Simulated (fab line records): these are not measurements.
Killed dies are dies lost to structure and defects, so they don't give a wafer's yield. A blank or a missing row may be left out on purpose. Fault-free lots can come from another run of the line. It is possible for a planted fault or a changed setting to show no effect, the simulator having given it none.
Chamber matching / flow sky130 / SKY_VIA3_ETCH_14 on rieDiel-03: 4 sister chambers
The step etches BARC in N2/H2, stops on SiO2, time 45.9 s, target depth 60 nm. 4 wafers are shown with their chamber, then 9 later ones without.

## WAFERS PAIRED WITH THEIR CHAMBERS
wafer=L090.3; chamber=1; drypumpMotorCurrentA (A)=5.1
wafer=L091.5; chamber=3; drypumpMotorCurrentA (A)=6.4
wafer=L093.4; chamber=0; drypumpMotorCurrentA (A)=6.4
wafer=L093.5; chamber=2; drypumpMotorCurrentA (A)=6.3

## WAFERS WHOSE CHAMBER IS MISSING
wafer=L094.2; drypumpMotorCurrentA (A)=6.2
wafer=L094.3; drypumpMotorCurrentA (A)=5.0
wafer=L094.6; drypumpMotorCurrentA (A)=6.4
wafer=L095.2; drypumpMotorCurrentA (A)=6.3
wafer=L095.3; drypumpMotorCurrentA (A)=6.4
wafer=L095.6; drypumpMotorCurrentA (A)=6.4
wafer=L096.4; drypumpMotorCurrentA (A)=6.4
wafer=L096.5; drypumpMotorCurrentA (A)=5.1
wafer=L096.6; drypumpMotorCurrentA (A)=6.2

## THE CHAMBER EACH PASSED THROUGH
wafer=L094.2; from the rows above=can't be placed: 2 or 0 or 3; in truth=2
wafer=L094.3; from the rows above=1; in truth=1
wafer=L094.6; from the rows above=can't be placed: 0 or 3 or 2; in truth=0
wafer=L095.2; from the rows above=can't be placed: 2 or 0 or 3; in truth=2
wafer=L095.3; from the rows above=can't be placed: 0 or 3 or 2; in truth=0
wafer=L095.6; from the rows above=can't be placed: 0 or 3 or 2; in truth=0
wafer=L096.4; from the rows above=can't be placed: 0 or 3 or 2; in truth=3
wafer=L096.5; from the rows above=1; in truth=1
wafer=L096.6; from the rows above=can't be placed: 2 or 0 or 3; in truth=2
Placed correctly: 2 of 9. From these rows, 7 cannot be placed; in 7 the true chamber is one of the candidates. Placed wrongly: 0.
How it was worked out, from the rows above alone: a wafer's distance from a chamber is the root of the sum, over the readings, of the square of ((its reading less the chamber's mean) divided by the reading's scatter). The wafer belongs to the nearest chamber; if the next one is less than 2 further off, it can't be placed. A chamber's mean is the mean of its shown wafers. The scatter: root of mean squared gap, hidden wafer to nearest shown wafer, with one shown wafer a chamber.
